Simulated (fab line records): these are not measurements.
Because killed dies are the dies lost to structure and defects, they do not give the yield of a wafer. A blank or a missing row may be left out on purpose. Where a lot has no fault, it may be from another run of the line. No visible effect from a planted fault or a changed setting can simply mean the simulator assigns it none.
The tool behind it: which one? + flow sky130 + 36 wafers from 12 lots sampled at 5 of the route's 708 steps

## WHAT EACH GAUGE READ, for each wafer
SKY_FIELD_ISO_THK_MEAS_02. Usual: FIELD_ISO_OXIDATION_00_THK typically reads 11.85 nm, with standard deviation 0.21.
| lot  | measured    | on            | FIELD_ISO_OXIDATION_00_THK (nm) | flag |
|------|-------------|---------------|---------------------------------|------|
| L434 | day 1 12:22 | film_metro-01 | 11.55 11.81 11.89               |      |
| L435 | day 1 16:38 | film_metro-01 | 11.74 11.79 11.91               |      |
| L438 | day 2 07:53 | film_metro-04 | 12.02 11.84 11.86               |      |
| L439 | day 2 13:35 | film_metro-04 | 11.75 11.77 11.81               |      |
| L441 | day 2 22:50 | film_metro-04 | 11.76 11.72 11.77               |      |
| L442 | day 3 05:54 | film_metro-03 | 11.95 11.92 11.80               |      |
| L448 | day 4 10:02 | film_metro-04 | 11.86 12.08 11.76               |      |
| L449 | day 4 14:47 | film_metro-03 | 11.85 11.77 11.98               |      |
| L451 | day 5 01:33 | film_metro-04 | 12.54 12.29 12.45               |      |
| L452 | day 5 05:43 | film_metro-03 | 11.96 12.22 12.20               |      |
| L453 | day 5 10:38 | film_metro-01 | 11.69 11.58 11.74               |      |
| L456 | day 6 02:05 | film_metro-04 | 12.13 11.98 12.21               |      |

SKY_VT_ADJUST_LVTN_TW_MEAS_10. Usual: VT_ADJUST_LVTN_TW typically reads 239.7, with standard deviation 2.1.
| lot  | measured     | on            | VT_ADJUST_LVTN_TW | flag |
|------|--------------|---------------|-------------------|------|
| L434 | day 6 17:57  | film_metro-02 | 241.2 243.0 241.4 |      |
| L435 | day 6 19:15  | film_metro-04 | 236.0 236.3 236.4 |      |
| L438 | day 8 06:35  | film_metro-02 | 241.8 241.8 242.6 |      |
| L439 | day 8 16:25  | film_metro-01 | 237.1 239.0 238.7 |      |
| L441 | day 8 20:43  | film_metro-02 | 242.6 242.4 242.2 |      |
| L442 | day 9 04:33  | film_metro-01 | 239.2 238.1 239.2 |      |
| L448 | day 10 14:21 | film_metro-04 | 237.7 238.3 238.1 |      |
| L449 | day 10 18:21 | film_metro-02 | 242.5 242.1 241.7 |      |
| L451 | day 11 06:48 | film_metro-04 | 237.3 238.3 237.3 |      |
| L452 | day 11 13:52 | film_metro-02 | 242.5 240.7 241.3 |      |
| L453 | day 12 05:21 | film_metro-01 | 240.0 238.6 237.7 |      |
| L456 | day 13 01:15 | film_metro-02 | 241.4 240.4 241.4 |      |

SKY_VT_ADJUST_NCORE_TW_MEAS_11. Usual: VT_ADJUST_NCORE_TW typically reads 217.5, with standard deviation 2.2.
| lot  | measured     | on            | VT_ADJUST_NCORE_TW | flag |
|------|--------------|---------------|--------------------|------|
| L434 | day 8 09:44  | film_metro-03 | 220.9 221.1 222.1  |      |
| L435 | day 8 11:02  | film_metro-03 | 220.5 222.1 221.5  |      |
| L438 | day 9 23:25  | film_metro-04 | 216.8 216.5 217.0  |      |
| L439 | day 10 09:53 | film_metro-01 | 216.2 215.6 216.7  |      |
| L441 | day 10 15:32 | film_metro-01 | 216.0 216.0 216.6  |      |
| L442 | day 11 00:34 | film_metro-01 | 216.4 216.9 216.0  |      |
| L448 | day 12 11:55 | film_metro-01 | 216.1 216.4 217.4  |      |
| L449 | day 12 17:47 | film_metro-04 | 215.9 215.8 217.4  |      |
| L451 | day 13 07:58 | film_metro-03 | 219.7 220.6 219.5  |      |
| L452 | day 13 15:50 | film_metro-03 | 220.3 220.5 220.4  |      |
| L453 | day 14 07:23 | film_metro-01 | 214.7 213.8 215.0  |      |
| L456 | day 15 06:31 | film_metro-03 | 219.0 218.6 218.6  |      |

## TOOL THAT RAN EACH LOT (tool first, then ch and the chambers of the sampled wafers, then the start)
| lot  | SKY_VT_ADJUST_HVTP_SOFTBAKE_03    | SKY_VT_ADJUST_HVTP_STRIP_10          |
|------|-----------------------------------|--------------------------------------|
| L434 | litho_track-04 ch 0, day 5 13:32  | plasma_asher-03 ch 0,1, day 5 23:04  |
| L435 | litho_track-03 ch 0, day 5 15:41  | plasma_asher-01 ch 1, day 6 00:53    |
| L438 | litho_track-04 ch 0, day 6 23:55  | plasma_asher-03 ch 0,1, day 7 10:19  |
| L439 | litho_track-03 ch 0, day 7 09:36  | plasma_asher-02 ch 0,1, day 7 19:19  |
| L441 | litho_track-03 ch 0, day 7 13:11  | plasma_asher-02 ch 0, day 7 23:22    |
| L442 | litho_track-04 ch 0, day 7 21:22  | plasma_asher-03 ch 0,1, day 8 07:58  |
| L448 | litho_track-03 ch 0, day 9 05:18  | plasma_asher-01 ch 0,1, day 9 15:58  |
| L449 | litho_track-03 ch 0, day 9 09:59  | plasma_asher-01 ch 0,1, day 9 21:14  |
| L451 | litho_track-01 ch 0, day 9 22:19  | plasma_asher-01 ch 0,1, day 10 09:13 |
| L452 | litho_track-04 ch 0, day 10 05:11 | plasma_asher-02 ch 0,1, day 10 16:07 |
| L453 | litho_track-04 ch 0, day 10 17:01 | plasma_asher-01 ch 0,1, day 11 04:41 |
| L456 | litho_track-04 ch 0, day 11 12:07 | plasma_asher-02 ch 0, day 12 00:22   |
- SKY_VT_ADJUST_HVTP_SOFTBAKE_03: time 60 s.
- SKY_VT_ADJUST_HVTP_STRIP_10: strips in O2/N2.

## AS READ BY THE TOOLS THEMSELVES (means over the sampled wafers that have a number; for cases with no such wafer, the mark the record gives instead)
SKY_VT_ADJUST_HVTP_SOFTBAKE_03. Usual: heater_power_total_W 56.60 W, standard deviation 0.042; plate_temp_C 90.00 C, standard deviation 0.14.
| lot  | tool           | heater_power_total_W (W) | plate_temp_C (C) | flag |
|------|----------------|--------------------------|------------------|------|
| L434 | litho_track-04 | 56.58                    | 89.94            |      |
| L435 | litho_track-03 | 56.60                    | 89.93            |      |
| L438 | litho_track-04 | 56.60                    | 90.02            |      |
| L439 | litho_track-03 | 56.60                    | 90.03            |      |
| L441 | litho_track-03 | 56.58                    | 89.85            |      |
| L442 | litho_track-04 | 56.59                    | 90.08            |      |
| L448 | litho_track-03 | 50.25                    | 82.76            | OFF  |
| L449 | litho_track-03 | 50.35                    | 82.77            | OFF  |
| L451 | litho_track-01 | 56.65                    | 89.99            |      |
| L452 | litho_track-04 | 56.61                    | 90.16            |      |
| L453 | litho_track-04 | 56.65                    | 90.10            |      |
| L456 | litho_track-04 | 56.58                    | 90.11            |      |

SKY_VT_ADJUST_HVTP_STRIP_10. Usual: drypump_motor_current_A 5.5 A, standard deviation 0.41; oes_product_au 0.716 a.u., standard deviation 0.0048; strip_time_to_endpoint_s 14.19 s, standard deviation 0.042.
| lot  | tool            | drypump_motor_current_A (A) | oes_product_au (a.u.) | strip_time_to_endpoint_s (s) | flag |
|------|-----------------|-----------------------------|-----------------------|------------------------------|------|
| L434 | plasma_asher-03 | 5.8                         | 0.711                 | 14.23                        |      |
| L435 | plasma_asher-01 | 5.0                         | 0.715                 | 14.19                        |      |
| L438 | plasma_asher-03 | 5.4                         | 0.713                 | 14.21                        |      |
| L439 | plasma_asher-02 | 5.7                         | 0.713                 | 14.20                        |      |
| L441 | plasma_asher-02 | 5.7                         | 0.717                 | 14.22                        |      |
| L442 | plasma_asher-03 | 5.8                         | 0.718                 | 14.21                        |      |
| L448 | plasma_asher-01 | 5.5                         | 0.716                 | 14.46                        | OFF  |
| L449 | plasma_asher-01 | 5.4                         | 0.717                 | 14.39                        | OFF  |
| L451 | plasma_asher-01 | 5.5                         | 0.716                 | 14.15                        |      |
| L452 | plasma_asher-02 | 5.7                         | 0.712                 | 14.22                        |      |
| L453 | plasma_asher-01 | 5.5                         | 0.716                 | 14.14                        |      |
| L456 | plasma_asher-02 | 5.7                         | 0.719                 | 14.24                        |      |

## THE ANSWER, worked out from the rows above alone
Rule: a lot counts as off when the mean over its wafers that have a number is more than 3 standard deviations away from the usual mean. Also off: a lot with no number at a reading for which 4 or more lots have one. Any other lot the step has rows for is counted as sound. The gauges are gone through in route order, then the tools' own readings, and for those a lot's mean is taken as printed above. At the first step where some lot is off, the reading lying furthest off is the one used; lots without a number count as furthest.
Off: L448, L449, at SKY_VT_ADJUST_HVTP_SOFTBAKE_03 (heater_power_total_W).
A tool fits if, at that step or a process step before it, it ran every lot that is off, and no sound lot after the first of them. One candidate fits, namely litho_track-03 at SKY_VT_ADJUST_HVTP_SOFTBAKE_03. Its last sound lot is L441 (day 7 13:11), its first lot that is off L448 (day 9 05:18): a fault that began between those two fits.
The tool's own readings at SKY_VT_ADJUST_HVTP_SOFTBAKE_03 bear it out: on the lots that are off they differ by more than 5 times the standard deviation of the sound lots' means. heater_power_total_W reads 50.30 W there against 56.60 W on the sound lots; plate_temp_C reads 82.77 C there against 90.02 C on the sound lots.

## WHAT THE SIMULATOR PUT IN
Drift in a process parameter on litho_track-03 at SKY_VT_ADJUST_HVTP_SOFTBAKE_03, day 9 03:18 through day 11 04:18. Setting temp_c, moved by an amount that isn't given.
Lots struck among those shown: L448, L449. The rule above found the same.
